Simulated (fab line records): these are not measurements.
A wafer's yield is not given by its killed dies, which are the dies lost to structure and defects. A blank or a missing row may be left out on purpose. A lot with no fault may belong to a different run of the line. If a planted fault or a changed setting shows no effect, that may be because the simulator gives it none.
One fault through the eyes of 2 desks	flow sky130	only its own numbers are on each desk; what lay behind them is given at the end

## THE METROLOGY DESK
What the gauges read for every lot (on any tool): the sampled wafers with a number, averaged. A lot is out of limits, marked OUT, if its mean lies more than 4 standard deviations from the usual mean; the brackets give that distance.
Columns: A = VIA3_W_THK at SKY_VIA3_THK_MEAS_23, usual 388 nm; B = METAL5_ALCU_RS at SKY_METAL5_RS_MEAS_05, usual 0.0271 ohm/sq; C = METAL5_ALCU_THK at SKY_METAL5_THK_MEAS_06, usual 1171 nm; D = PASSIVATION_CVD_00_THK at SKY_PASSIVATION_THK_MEAS_01, usual 90.2 nm
lot	first seen here	A	B	C	D
L836	day 39 07:56	386	0.0277	1137	91.2
L838	day 40 05:35	384	0.0270	1170	90.0
L840	day 40 13:13	384	0.0268	1179	88.8
L842	day 41 02:02	387	0.0194 (-25) OUT	1639 (+31) OUT	-
L846	day 42 09:23	387	0.0196 (-24) OUT	1622 (+30) OUT	-
L850	day 43 12:43	383	0.0272	1159	89.6
L851	day 44 23:46	393	0.0269	1182	91.8
L852	day 45 02:50	386	0.0267	1187	91.7
L855	day 45 07:28	390	0.0265	1195	87.6
L853	day 45 09:07	387	0.0269	1181	91.9
L856	day 45 09:25	394	0.0273	1156	91.4
L857	day 45 10:20	392	0.0273	1159	88.4
L858	day 45 13:41	390	0.0271	1179	91.0
L859	day 45 19:31	387	0.0268	1182	89.7
This desk reports L842, L846 out of limits; the earliest was L842 at day 44 01:53 (METAL5_ALCU_RS at SKY_METAL5_RS_MEAS_05). Within limits: L836, L838, L840, L850, L851, L852, L855, L853, L856, L857, L858, L859.

## AT THE TOOL OWNER'S DESK: pvd sputter-04
The tool's own readings at SKY_METAL5_SPUTTER_02 (material AlCu, target thk 1150 nm, time 61.2 s): means of the sampled wafers that have a number, for each lot that ran on this tool. A lot is out of limits, marked OUT, if its mean lies more than 4 standard deviations from the usual mean; the brackets give that distance.
Columns: A = throttle valve pct at SKY_METAL5_SPUTTER_02, usual 29.7 %
lot	first seen here	A
L838	day 43 06:49	29.3
L840	day 43 17:10	28.5
L842	day 44 01:43	31.0
L846	day 45 07:55	30.1
L852	day 47 18:13	28.4
L855	day 47 22:15	29.5
L857	day 48 01:13	29.3
L858	day 48 05:52	29.2
L859	day 48 11:05	28.6
Result from this desk: across the 9 lots, nothing is out of limits.

## TAKEN TOGETHER
Metrology desk: alarm possible at day 44 01:53 on L842, L846.
The desk of the tool owner found nothing out of limits.
The tool owner's desk has L842, L846 on record, within its limits.
Of the lots named, all ran SKY_METAL5_SPUTTER_02 on pvd sputter-04.

## WHAT THE SIMULATOR PUT IN
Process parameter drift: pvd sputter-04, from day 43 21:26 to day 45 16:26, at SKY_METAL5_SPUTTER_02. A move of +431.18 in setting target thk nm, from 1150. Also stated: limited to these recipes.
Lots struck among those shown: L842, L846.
Hours from the fault's start to each desk's first reading out of limits: the metrology desk, 4.
